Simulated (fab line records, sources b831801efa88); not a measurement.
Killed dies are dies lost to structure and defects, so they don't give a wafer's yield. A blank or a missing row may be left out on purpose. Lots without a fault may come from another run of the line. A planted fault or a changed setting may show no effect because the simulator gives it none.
fab line records | flow gf180mcu
record lots=24 wafers=72 last_day=34
route steps=602 shown LVPWELL@64 V2@397 V5@557 TOP_METAL@583 PASSIVATION@599
lots that met no fault: from a run of the same line without faults
start_h: hours from the record's first day to the start of the lot's first wafer shown | wait_h: hours since the lot's step before | " the same as in the row above | L1.1+2: a row that stands for several wafers | - no value, or no start given | * or withheld: withheld | < > ~ a bound
route shown NAME@n: a module of which the file shows steps, and the number in the route of the first | usual: mean/standard deviation of fault-free wafers | same: alike in all rows | chamber/n: place in a boat | sites: the reading at each site | _std_site: their standard deviation | _edge_site: outer sites' mean less inner sites' | radius_mm: how far each site lies from the wafer's centre | mask NAME#n: copy n | behind: the tool/chamber that last shaped the wafer | hold: why the lot was held/for how many hours/how that ended | device: the transistor (n, p or np) that didn't switch | end of line: the same wafers' tests at the end of the route | a step without rows: its recipe alone | killed: dies lost to structure and defects at the first sort, not the wafer's yield | map: a wafer's dies, x killed, . not, _ none there
set.NAME: the setting as run; set.NAME@STEP: as run at that earlier step | model.NAME: the simulator's own value behind a step, which no gauge read
steps of the route over a sample of lots; a table a step, a row a wafer
services: from which hour (start_h, from the record's first day; less than 0 if before it) a tool's chamber was out of use, for how many hours, and why
## steps
# step GF_LVPWELL_STRIP_10
# recipe chemistry=O2/N2 power_w=1400 pressure_mtorr=1500 platen_temp_c=250 o2_flow_sccm=3000 n2_flow_sccm=300 overash_fraction=0.5
# usual drypump_motor_current_A=5.7/0.41 heater_power_w=326/48 oes_product_au=0.722/0.0043 platen_temp_c=249.97/0.18 strip_time_to_endpoint_s=36.92/0.095
# columns lot.wafer tool chamber start_h wait_h drypump_motor_current_A heater_power_w oes_product_au platen_temp_c rf_hours_counter_h strip_time_to_endpoint_s
L074.4 plasma_asher-04 1 66.93 0.1 5.8 262 0.726 249.71 - 36.86
L074.5 " 0 " " 5.1 397 0.718 249.94 - 37.04
L074.6 " 1 " " 5.8 262 0.723 249.99 - 36.95
L075.3 plasma_asher-03 1 71.99 0.1 5.8 347 0.728 250.06 - 36.75
L075.4 " 0 " " 5.4 292 0.718 249.91 - 36.82
L075.5 " 1 " " 5.8 356 0.718 250.02 - 36.95
L076.1 plasma_asher-01 0 86.10 0.1 6.4 317 0.716 250.36 43 37.03
L076.2 " 1 " " 6.1 301 0.714 249.85 43 37.05
L076.6 " 0 " " 6.4 331 0.726 250.39 - 36.96
L077.1 plasma_asher-03 0 92.70 0.1 5.4 294 0.719 249.85 30 37.03
L077.4 " 0 " " 5.4 293 0.711 249.92 - 37.09
L077.6 " 1 " " 5.8 358 0.729 249.86 - 37.21
L078.1 plasma_asher-03 0 94.90 0.1 5.4 296 0.724 249.88 30 37.00
L078.2 " 1 " " 5.8 360 0.724 250.13 30 37.04
L078.6 " 0 " " 5.4 300 0.723 250.19 - 37.03
L079.2 plasma_asher-04 0 99.25 0.1 5.2 397 0.717 249.84 44 36.82
L079.4 " 0 " " 5.1 411 0.706 249.61 - 36.81
L079.5 " 0 " " 5.1 393 0.722 249.77 - 36.74
L080.1 plasma_asher-03 0 101.94 0.1 5.4 300 0.722 249.97 31 36.94
L080.2 " 1 " " 5.8 354 0.721 249.97 31 36.81
L080.3 " 1 " " 5.8 362 0.725 250.08 - 36.99
L081.2 plasma_asher-03 1 112.55 0.1 5.8 355 0.718 250.04 32 36.87
L081.3 " 1 " " 5.8 343 0.721 249.97 - 36.92
L081.4 " 0 " " 5.4 293 0.726 250.03 - 36.85
L082.4 plasma_asher-04 1 116.12 0.1 5.8 264 0.722 249.75 - 36.75
L082.5 " 0 " " 5.1 408 0.720 250.02 - 36.87
L082.6 " 1 " " 5.8 270 0.718 249.93 - 36.87
L083.1 plasma_asher-04 0 119.20 0.1 5.1 412 0.726 250.06 46 36.72
L083.3 " 0 " " 5.1 400 0.719 250.16 - 36.89
L083.4 " 1 " " 5.8 267 0.724 250.02 - 36.89
L084.3 plasma_asher-01 1 124.24 0.1 6.1 312 0.720 249.51 - 37.11
L084.4 " 0 " " 6.4 324 0.723 249.90 - 36.98
L084.5 " 1 " " 6.1 312 0.719 249.76 - 37.09
L085.1 plasma_asher-04 0 130.14 0.1 5.1 395 0.719 249.97 48 36.93
L085.2 " 1 " " 5.8 265 0.726 249.94 48 37.05
L085.6 " 0 " " 5.1 405 0.729 249.97 - 36.96
L086.1 plasma_asher-01 1 136.29 0.1 6.0 310 0.725 250.06 48 36.87
L086.3 " 0 " " 6.4 343 0.728 250.08 - 36.85
L086.4 " 1 " " 6.1 311 0.718 249.55 - 36.89
L087.3 plasma_asher-04 0 142.47 0.1 5.1 397 0.730 249.97 - 36.80
L087.4 " 1 " " 5.8 274 0.725 249.88 - 36.86
L087.5 " 1 " " 5.8 268 0.721 250.05 - 36.80
L088.1 plasma_asher-03 0 147.95 0.1 5.4 300 0.718 249.80 36 36.92
L088.3 " 1 " " 5.8 346 0.723 249.95 - 36.88
L088.6 " 1 " " 5.8 361 0.720 249.76 - 36.91
L089.1 plasma_asher-03 1 153.30 0.1 5.8 355 0.727 250.09 37 36.88
L089.2 " 0 " " 5.4 301 0.724 250.08 37 36.94
L089.5 " 0 " " 5.4 302 0.723 249.86 - 36.90
L090.3 plasma_asher-01 1 158.79 0.1 6.1 310 0.727 250.15 - 36.83
L090.5 " 1 " " 6.1 309 0.718 250.08 - 36.78
L090.6 " 0 " " 6.4 325 0.718 249.80 - 36.98
L091.2 plasma_asher-04 1 165.55 0.1 5.8 260 0.717 249.92 51 36.82
L091.4 " 1 " " 5.8 268 0.724 249.84 - 36.91
L091.6 " 0 " " 5.2 397 0.723 249.70 - 36.97
L092.1 plasma_asher-01 0 171.94 0.1 6.4 322 0.721 249.70 51 37.08
L092.5 " 0 " " 6.4 330 0.718 249.93 - 36.93
L092.6 " 1 " " 6.1 310 0.719 249.95 - 36.93
L093.1 plasma_asher-04 0 176.55 0.1 5.2 394 0.724 250.00 52 36.94
L093.2 " 1 " " 5.8 268 0.721 249.91 52 36.96
L093.3 " 1 " " 5.8 256 0.726 250.09 - 36.90
L094.2 plasma_asher-01 1 182.35 0.1 6.1 306 0.723 250.02 53 36.86
L094.4 " 0 " " 6.4 325 0.723 250.33 - 36.83
L094.5 " 0 " " 6.4 331 0.719 250.18 - 36.88
L095.2 plasma_asher-04 0 188.59 0.1 5.1 408 0.738 250.07 53 36.84
L095.4 " 0 " " 5.2 402 0.728 249.79 - 36.93
L095.5 " 1 " " 5.8 270 0.725 249.96 - 36.93
L096.1 plasma_asher-03 1 192.45 0.1 5.8 357 0.723 250.17 41 36.94
L096.5 " 0 " " 5.4 295 0.721 250.01 - 37.05
L096.6 " 1 " " 5.8 352 0.728 249.82 - 37.00
L097.1 plasma_asher-04 0 202.49 0.1 5.1 397 0.723 250.12 55 36.87
L097.2 " 1 " " 5.8 264 0.722 250.12 55 36.86
L097.4 " 0 " " 5.1 389 0.719 249.99 - 36.98
# step GF_V2_OVL_MEAS_15
# usual V2_OVL=-1/6.1
# columns lot.wafer tool chamber start_h wait_h V2_OVL[nm]
L074.4 overlay-02 - 459.84 0.1 -7
L074.5 " - " " 1
L074.6 " - " " -6
L075.3 overlay-02 - 471.88 0.1 -6
L075.4 " - " " -2
L075.5 " - " " -3
L076.1 overlay-01 - 497.83 0.1 -5
L076.2 " - " " -9
L076.6 " - " " -10
L077.1 overlay-02 - 501.98 0.1 -5
L077.4 " - " " 1
L077.6 " - " " 3
L078.1 overlay-02 - 505.53 0.1 7
L078.2 " - " " 1
L078.6 " - " " -2
L079.2 overlay-02 - 509.93 0.1 -13
L079.4 " - " " -8
L079.5 " - " " -12
L080.1 overlay-02 - 514.43 0.1 -1
L080.2 " - " " 1
L080.3 " - " " -8
L081.2 overlay-01 - 539.91 0.1 11
L081.3 " - " " 11
L081.4 " - " " 9
L082.4 overlay-01 - 543.05 0.1 4
L082.5 " - " " -4
L082.6 " - " " 6
L083.1 overlay-02 - 559.63 0.1 -2
L083.3 " - " " -3
L083.4 " - " " -3
L084.3 overlay-02 - 561.99 0.1 11
L084.4 " - " " 3
L084.5 " - " " 8
L085.1 overlay-01 - 562.63 0.1 1
L085.2 " - " " 0
L085.6 " - " " 0
L086.1 overlay-01 - 564.79 0.1 -3
L086.3 " - " " 0
L086.4 " - " " -3
L087.3 overlay-02 - 584.30 0.1 12
L087.4 " - " " 8
L087.5 " - " " 5
L088.1 overlay-01 - 586.54 0.1 3
L088.3 " - " " -1
L088.6 " - " " -4
L089.1 overlay-01 - 589.69 0.1 3
L089.2 " - " " -7
L089.5 " - " " -3
L090.3 overlay-02 - 607.19 0.1 -7
L090.5 " - " " 0
L090.6 " - " " -1
L092.1 overlay-02 - 625.22 0.1 -2
L092.5 " - " " 0
L092.6 " - " " 6
L091.2 overlay-01 - 628.38 0.1 -6
L091.4 " - " " -4
L091.6 " - " " -5
L093.1 overlay-02 - 629.52 0.1 -2
L093.2 " - " " 6
L093.3 " - " " -5
L094.2 overlay-01 - 632.12 0.1 -4
L094.4 " - " " -1
L094.5 " - " " -2
L095.2 overlay-01 - 635.28 0.1 7
L095.4 " - " " 0
L095.5 " - " " 8
L096.1 overlay-02 - 636.22 0.1 -6
L096.5 " - " " -3
L096.6 " - " " -1
L097.1 overlay-01 - 653.84 0.1 -3
L097.2 " - " " 4
L097.4 " - " " -2
# step GF_V5_ETCH_17
# recipe chemistry=C4F8/O2/Ar mask_material=KrF target=SiO2 stop_on=TiN source_w=1500 bias_w=1200 pressure_mtorr=40 c4f8_flow_sccm=withheld O2_flow_sccm=6 Ar_flow_sccm=300 time_s=withheld target_depth_a=8550
# usual oes_product_au=0.859/0.005
# columns lot.wafer tool chamber start_h wait_h oes_product_au
L074.4 rie_diel-02 1 - - 0.853
L074.5 " 0 " " 0.862
L074.6 " 3 " " 0.862
L075.3 rie_diel-04 1 - - 0.851
L075.4 " 3 " " 0.857
L075.5 " 3 " " 0.852
L076.1 rie_diel-01 1 - - 0.858
L076.2 " 3 " " 0.861
L076.6 " 3 " " 0.863
L077.1 rie_diel-02 3 - - 0.853
L077.4 " 1 " " 0.862
L077.6 " 2 " " 0.860
L078.1 rie_diel-04 0 - - 0.858
L078.2 " 1 " " 0.851
L078.6 " 1 " " 0.853
L079.2 rie_diel-02 0 - - 0.859
L079.4 " 3 " " 0.854
L079.5 " 1 " " 0.853
L080.1 rie_diel-01 3 - - 0.858
L080.2 " 2 " " 0.868
L080.3 " 1 " " 0.865
L081.2 rie_diel-01 1 - - 0.855
L081.3 " 3 " " 0.860
L081.4 " 0 " " 0.868
L082.4 rie_diel-02 1 - - 0.862
L082.5 " 0 " " 0.856
L082.6 " 1 " " 0.863
L083.1 rie_diel-04 2 - - 0.857
L083.3 " 0 " " 0.867
L083.4 " 1 " " 0.850
L084.3 rie_diel-01 1 - - 0.856
L084.4 " 3 " " 0.862
L084.5 " 3 " " 0.867
L085.1 rie_diel-01 0 - - 0.869
L085.2 " 2 " " 0.866
L085.6 " 2 " " 0.865
L086.1 rie_diel-04 3 - - 0.862
L086.3 " 0 " " 0.861
L086.4 " 1 " " 0.867
L087.3 rie_diel-01 1 - - 0.857
L087.4 " 0 " " 0.867
L087.5 " 1 " " 0.853
L088.1 rie_diel-01 0 - - 0.858
L088.3 " 1 " " 0.862
L088.6 " 0 " " 0.860
L089.1 rie_diel-02 0 - - 0.860
L089.2 " 1 " " 0.868
L089.5 " 0 " " 0.865
L090.3 rie_diel-04 3 - - 0.865
L090.5 " 0 " " 0.866
L090.6 " 3 " " 0.865
L092.1 rie_diel-02 0 - - 0.864
L092.5 " 0 " " 0.859
L092.6 " 2 " " 0.860
L091.2 rie_diel-02 3 - - 0.860
L091.4 " 2 " " 0.868
L091.6 " 3 " " 0.859
L093.1 rie_diel-04 2 - - 0.864
L093.2 " 1 " " 0.862
L093.3 " 0 " " 0.868
L094.2 rie_diel-02 2 - - 0.862
L094.4 " 2 " " 0.862
L094.5 " 3 " " 0.859
L095.2 rie_diel-02 2 - - 0.860
L095.4 " 0 " " 0.857
L095.5 " 3 " " 0.862
L096.1 rie_diel-01 2 - - 0.858
L096.5 " 3 " " 0.859
L096.6 " 2 " " 0.862
L097.1 rie_diel-04 2 - - 0.853
L097.2 " 3 " " 0.854
L097.4 " 0 " " 0.861
# step GF_V5_SPUTTER_21
# recipe material=Ti target_thk_nm=15 chamber_pressure_pa=5 power_w=2500 substrate_temp_c=200 time_s=80.02
# usual throttle_valve_pct=29.8/1
# columns lot.wafer tool chamber start_h wait_h throttle_valve_pct
L074.4 pvd_sputter-02 - 631.82 0.0 31.1
L074.5 " - " " 28.8
L074.6 " - " " 30.1
L075.3 pvd_sputter-04 - 635.05 0.0 30.1
L075.4 " - " " 30.7
L075.5 " - " " 29.6
L076.1 pvd_sputter-01 - 655.86 0.0 29.0
L076.2 " - " " 29.1
L076.6 " - " " 29.0
L077.1 pvd_sputter-01 - 668.80 0.0 31.0
L077.4 " - " " 29.3
L077.6 " - " " 30.7
L078.1 pvd_sputter-01 - 671.45 0.0 29.4
L078.2 " - " " 28.3
L078.6 " - " " 28.4
L079.2 pvd_sputter-01 - 674.34 0.0 28.3
L079.4 " - " " 29.2
L079.5 " - " " 28.6
L080.1 pvd_sputter-02 - 674.69 0.0 31.2
L080.2 " - " " 30.1
L080.3 " - " " 28.9
L081.2 pvd_sputter-04 - 693.41 0.0 30.9
L081.3 " - " " 30.7
L081.4 " - " " 30.1
L082.4 pvd_sputter-01 - 698.25 0.0 29.3
L082.5 " - " " 28.2
L082.6 " - " " 29.4
L083.1 pvd_sputter-01 - 710.96 0.0 30.9
L083.3 " - " " 28.3
L083.4 " - " " 29.1
L084.3 pvd_sputter-04 - 713.05 0.0 30.7
L084.4 " - " " 30.0
L084.5 " - " " 30.4
L085.1 pvd_sputter-01 - 714.02 0.0 29.4
L085.2 " - " " 28.4
L085.6 " - " " 28.8
L086.1 pvd_sputter-04 - 717.29 0.0 29.8
L086.3 " - " " 30.5
L086.4 " - " " 30.9
L087.3 pvd_sputter-01 - 730.48 0.0 28.6
L087.4 " - " " 29.2
L087.5 " - " " 28.4
L088.1 pvd_sputter-01 - 734.96 0.0 29.3
L088.3 " - " " 30.7
L088.6 " - " " 29.4
L089.1 pvd_sputter-01 - 737.34 0.0 29.4
L089.2 " - " " 29.0
L089.5 " - " " 29.4
L090.3 pvd_sputter-02 - 750.60 0.0 32.1
L090.5 " - " " 28.7
L090.6 " - " " 32.2
L092.1 pvd_sputter-01 - 761.99 0.0 29.2
L092.5 " - " " 30.8
L092.6 " - " " 28.2
L091.2 pvd_sputter-04 - 767.96 0.0 30.8
L091.4 " - " " 30.6
L091.6 " - " " 29.8
L093.1 pvd_sputter-01 - 768.53 0.0 29.4
L093.2 " - " " 30.9
L093.3 " - " " 29.2
L094.2 pvd_sputter-04 - 771.38 0.0 30.5
L094.4 " - " " 29.6
L094.5 " - " " 30.0
L095.2 pvd_sputter-02 - 774.45 0.0 30.0
L095.4 " - " " 31.4
L095.5 " - " " 29.0
L096.1 pvd_sputter-01 - 778.90 0.0 28.4
L096.5 " - " " 30.7
L096.6 " - " " 29.3
L097.1 pvd_sputter-02 - 788.11 0.0 29.9
L097.2 " - " " 32.0
L097.4 " - " " 29.0
# step GF_TOP_METAL_METAL_ETCH_16
# recipe chemistry=Cl2/BCl3 mask_material=NOVOLAK target_depth_nm=1197 stop_on=SiO2 pressure_mtorr=8 icp_w=800 bias_w=140 Cl2_flow_sccm=80 bcl3_flow_sccm=40 time_s=199.5
# usual drypump_motor_current_A=5.86/0.18 oes_product_au=0.992/0.0057 throttle_valve_pct=28.227/0.0094
# columns lot.wafer tool chamber start_h wait_h drypump_motor_current_A oes_product_au rf_hours_counter_h throttle_valve_pct
L074.4 rie_metal-04 1 652.37 0.1 5.75 0.996 - 28.227
L074.5 " 0 " " 5.61 0.991 - 28.224
L074.6 " 1 " " 5.75 0.999 - 28.234
L075.3 rie_metal-04 1 655.93 0.1 5.77 1.000 - 28.221
L075.4 " 0 " " 5.57 0.989 - 28.228
L075.5 " 0 " " 5.60 0.993 - 28.222
L076.1 rie_metal-04 0 676.46 0.0 5.59 0.994 15 28.204
L076.2 " 1 " " 5.78 1.004 12 28.230
L076.6 " 1 " " 5.78 0.993 - 28.212
L077.1 rie_metal-03 0 689.41 0.0 5.87 0.984 1 28.216
L077.4 " 1 " " 6.22 0.989 - 28.243
L077.6 " 0 " " 5.90 0.994 - 28.233
L078.1 rie_metal-03 1 691.27 0.0 6.23 0.991 10 28.245
L078.2 " 0 " " 5.81 0.997 2 28.235
L078.6 " 1 " " 6.21 0.994 - 28.232
L079.2 rie_metal-04 0 694.32 0.1 5.59 0.993 - 28.229
L079.4 " 0 " " 5.61 0.996 - 28.222
L079.5 " 0 " " 5.62 1.001 - 28.216
L080.1 rie_metal-03 1 694.36 0.0 6.23 0.990 11 28.225
L080.2 " 0 " " 5.84 0.990 2 28.253
L080.3 " 0 " " 5.84 0.995 - 28.220
L081.2 rie_metal-02 0 713.81 0.0 5.81 1.001 13 28.230
L081.3 " 0 " " 5.81 0.991 - 28.230
L081.4 " 1 " " 5.90 0.990 - 28.238
L082.4 rie_metal-04 0 718.55 0.1 5.59 0.994 - 28.225
L082.5 " 0 " " 5.61 0.979 - 28.219
L082.6 " 1 " " 5.76 0.986 - 28.221
L083.1 rie_metal-02 1 730.01 0.0 5.90 0.983 8 28.236
L083.3 " 1 " " 5.92 0.988 - 28.225
L083.4 " 0 " " 5.81 0.993 - 28.218
L084.3 rie_metal-03 1 732.20 0.1 6.20 0.989 - 28.241
L084.4 " 0 " " 5.84 0.991 - 28.231
L084.5 " 1 " " 6.20 0.994 - 28.233
L085.1 rie_metal-02 0 732.38 0.0 5.79 0.992 14 28.232
L085.2 " 1 " " 5.91 0.996 8 28.226
L085.6 " 0 " " 5.78 0.992 - 28.238
L086.1 rie_metal-04 1 735.81 0.0 5.72 0.993 15 28.225
L086.3 " 1 " " 5.76 0.997 - 28.205
L086.4 " 1 " " 5.74 0.993 - 28.235
L087.3 rie_metal-04 1 748.73 0.1 5.75 0.989 - 28.216
L087.4 " 0 " " 5.65 0.987 - 28.233
L087.5 " 0 " " 5.63 0.981 - 28.230
L088.1 rie_metal-03 0 753.71 0.0 5.83 1.002 5 28.225
L088.3 " 0 " " 5.83 0.995 - 28.233
L088.6 " 1 " " 6.21 0.988 - 28.244
L089.1 rie_metal-02 0 756.01 0.0 5.78 0.991 15 28.226
L089.2 " 1 " " 5.92 0.993 9 28.234
L089.5 " 0 " " 5.79 0.988 - 28.244
L090.3 rie_metal-02 0 767.72 0.1 5.78 0.992 - 28.221
L090.5 " 0 " " 5.78 0.992 - 28.224
L090.6 " 1 " " 5.89 0.993 - 28.211
L092.1 rie_metal-03 1 779.01 0.0 6.21 0.990 15 28.229
L092.5 " 0 " " 5.82 0.989 - 28.245
L092.6 " 1 " " 6.22 0.994 - 28.219
L091.2 rie_metal-02 0 783.80 0.0 5.80 0.979 17 28.225
L091.4 " 1 " " 5.91 1.001 - 28.238
L091.6 " 1 " " 5.91 0.996 - 28.204
L093.1 rie_metal-04 1 784.51 0.0 5.78 1.002 18 28.233
L093.2 " 0 " " 5.64 0.987 2 28.230
L093.3 " 0 " " 5.63 0.989 - 28.221
L094.2 rie_metal-02 0 788.19 0.0 5.79 0.982 17 28.254
L094.4 " 0 " " 5.80 0.988 - 28.243
L094.5 " 1 " " 5.91 0.989 - 28.229
L095.2 rie_metal-03 0 791.31 0.0 5.83 0.997 7 28.230
L095.4 " 1 " " 6.20 0.987 - 28.226
L095.5 " 1 " " 6.21 0.996 - 28.221
L096.1 rie_metal-02 1 795.26 0.0 5.91 1.005 12 28.240
L096.5 " 1 " " 5.90 0.994 - 28.218
L096.6 " 1 " " 5.93 0.994 - 28.236
L097.1 rie_metal-03 1 804.35 0.0 6.20 0.986 16 28.214
L097.2 " 0 " " 5.84 0.990 8 28.225
L097.4 " 1 " " 6.20 0.998 - 28.224
# step GF_PASSIVATION_STRIP_12
# recipe chemistry=O2/N2 power_w=1400 pressure_mtorr=1500 platen_temp_c=250 o2_flow_sccm=3000 n2_flow_sccm=300 overash_fraction=0.5
# usual drypump_motor_current_A=5.6/0.41 heater_power_w=348/52 oes_product_au=0.718/0.0047 platen_temp_c=249.99/0.17 strip_time_to_endpoint_s=32.94/0.18
# columns lot.wafer tool chamber start_h wait_h drypump_motor_current_A heater_power_w oes_product_au platen_temp_c rf_hours_counter_h strip_time_to_endpoint_s
L074.4 plasma_asher-03 0 673.45 0.2 5.4 291 0.717 249.81 - 33.08
L074.5 " 1 " " 5.8 362 0.715 250.03 - 32.98
L074.6 " 0 " " 5.4 291 0.722 249.92 - 33.01
L075.3 plasma_asher-03 0 677.40 0.2 5.4 294 0.718 249.94 - 33.17
L075.4 " 1 " " 5.8 357 0.712 250.34 - 32.82
L075.5 " 0 " " 5.4 304 0.717 250.20 - 33.05
L076.1 plasma_asher-04 0 696.57 0.1 5.2 402 0.726 250.15 24 33.06
L076.2 " 1 " " 5.8 265 0.725 249.80 24 32.78
L076.6 " 1 " " 5.8 274 0.719 249.95 - 33.06
L077.1 plasma_asher-04 1 709.37 0.1 5.8 265 0.713 249.90 25 32.91
L077.4 " 0 " " 5.1 395 0.719 249.93 - 32.98
L077.6 " 0 " " 5.2 393 0.712 249.92 - 32.95
L078.1 plasma_asher-02 0 711.32 0.1 6.4 415 0.718 250.13 65 32.71
L078.2 " 1 " " 5.4 361 0.719 249.97 65 32.69
L078.6 " 1 " " 5.4 373 0.716 250.07 - 32.69
L080.1 plasma_asher-03 1 714.81 0.1 5.8 357 0.718 250.02 97 32.79
L080.2 " 0 " " 5.4 298 0.717 249.80 97 32.62
L080.3 " 0 " " 5.4 303 0.718 250.03 - 32.79
L079.2 plasma_asher-02 0 714.87 0.1 6.4 418 0.717 249.84 66 33.07
L079.4 " 1 " " 5.4 377 0.722 249.65 - 33.12
L079.5 " 1 " " 5.4 369 0.714 249.88 - 33.21
L081.2 plasma_asher-02 1 732.66 0.1 5.4 360 0.719 250.13 68 33.06
L081.3 " 1 " " 5.4 361 0.727 250.01 - 32.98
L081.4 " 0 " " 6.5 402 0.719 249.97 - 32.96
L082.4 plasma_asher-04 0 737.31 0.2 5.1 395 0.721 250.16 - 32.88
L082.5 " 1 " " 5.8 275 0.716 249.90 - 32.86
L082.6 " 0 " " 5.2 398 0.716 249.71 - 32.72
L083.1 plasma_asher-04 1 748.92 0.1 5.8 276 0.716 250.12 29 33.07
L083.3 " 0 " " 5.1 390 0.723 250.00 - 33.28
L083.4 " 1 " " 5.8 270 0.715 249.91 - 33.04
L084.3 plasma_asher-04 1 750.50 0.2 5.8 273 0.715 250.12 - 32.88
L084.4 " 0 " " 5.1 391 0.722 249.95 - 32.61
L084.5 " 1 " " 5.8 274 0.725 249.90 - 32.63
L085.1 plasma_asher-04 0 751.06 0.1 5.2 400 0.708 250.25 29 32.59
L085.2 " 1 " " 5.8 271 0.718 249.99 29 33.07
L085.6 " 0 " " 5.1 395 0.705 250.40 - 32.67
L086.1 plasma_asher-04 0 754.36 0.1 5.1 394 0.716 249.79 30 33.16
L086.3 " 0 " " 5.2 402 0.717 250.16 - 33.24
L086.4 " 1 " " 5.8 270 0.725 249.98 - 33.02
L087.3 plasma_asher-04 1 766.46 0.2 5.8 272 0.721 250.01 - 33.05
L087.4 " 0 " " 5.2 391 0.716 249.97 - 32.80
L087.5 " 0 " " 5.1 395 0.713 249.79 - 33.07
L088.1 plasma_asher-02 1 771.36 0.1 5.4 371 0.724 249.91 73 33.04
L088.3 " 1 " " 5.4 373 0.722 249.91 - 32.70
L088.6 " 1 " " 5.4 365 0.719 249.86 - 32.73
L089.1 plasma_asher-02 0 774.02 0.1 6.4 413 0.717 250.43 74 32.85
L089.2 " 1 " " 5.4 371 0.717 249.84 74 32.94
L089.5 " 0 " " 6.4 408 0.728 250.12 - 32.99
L090.3 plasma_asher-04 1 784.55 0.2 5.8 267 0.716 249.88 - 32.91
L090.5 " 0 " " 5.2 398 0.717 250.36 - 33.04
L090.6 " 1 " " 5.8 272 0.724 249.93 - 32.83
L092.1 plasma_asher-03 0 796.01 0.1 5.4 299 0.718 249.89 107 32.91
L092.5 " 1 " " 5.8 355 0.715 250.14 - 33.05
L092.6 " 0 " " 5.4 300 0.722 250.04 - 33.04
L091.2 plasma_asher-02 0 800.41 0.1 6.4 415 0.722 249.90 76 32.93
L091.4 " 1 " " 5.4 366 0.714 250.06 - 32.93
L091.6 " 1 " " 5.4 361 0.706 250.00 - 32.86
L093.1 plasma_asher-04 1 801.32 0.1 5.8 270 0.718 249.82 35 32.97
L093.2 " 0 " " 5.1 395 0.714 249.66 35 33.07
L093.3 " 0 " " 5.1 403 0.719 250.14 - 32.82
L094.2 plasma_asher-03 0 804.96 0.1 5.4 303 0.715 249.87 108 33.09
L094.4 " 1 " " 5.8 353 0.719 250.18 - 32.96
L094.5 " 1 " " 5.8 348 0.721 250.02 - 33.05
L095.2 plasma_asher-02 0 808.22 0.1 6.4 417 0.715 250.24 77 32.75
L095.4 " 0 " " 6.4 418 0.723 250.15 - 32.97
L095.5 " 0 " " 6.5 414 0.723 250.24 - 32.83
L096.1 plasma_asher-03 1 812.41 0.1 5.8 359 0.724 250.33 109 33.03
L096.5 " 1 " " 5.8 357 0.724 250.19 - 32.80
L096.6 " 0 " " 5.4 298 0.718 249.96 - 33.06
L097.1 plasma_asher-03 0 820.51 0.1 5.4 300 0.714 249.92 110 32.94
L097.2 " 1 " " 5.8 347 0.718 250.04 110 33.00
L097.4 " 1 " " 5.8 353 0.725 250.03 - 32.98
## services
# columns tool chamber start_h hours kind
rie_diel-02 - 76.15 0.2 repair
rie_diel-02 3 84.27 3.2 repair
pvd_sputter-01 - 157.10 0.5 repair
rie_diel-02 0 192.16 3.8 repair
rie_diel-02 - 221.48 1.5 repair
rie_diel-02 1 239.35 21.2 repair
rie_diel-02 0 244.41 5.7 repair
rie_diel-02 2 248.38 9.3 repair
pvd_sputter-01 - 310.16 1.7 repair
rie_diel-02 - 326.11 0.9 repair
pvd_sputter-01 - 337.88 2.5 repair
plasma_asher-03 - 361.89 15.6 pm
plasma_asher-04 - 421.25 9.0 pm
rie_diel-02 - 442.60 0.5 repair
rie_diel-02 1 497.25 5.0 repair
rie_diel-02 0 504.20 6.3 repair
rie_diel-02 - 547.75 14.6 pm
plasma_asher-03 - 548.91 4.3 pm
plasma_asher-04 - 550.93 14.6 pm
plasma_asher-04 - 579.02 15.6 pm
plasma_asher-03 - 581.57 5.9 repair
pvd_sputter-01 - 694.41 2.4 repair
plasma_asher-04 - 712.15 2.8 pm
plasma_asher-04 - 803.16 18.6 pm
## key
fault none
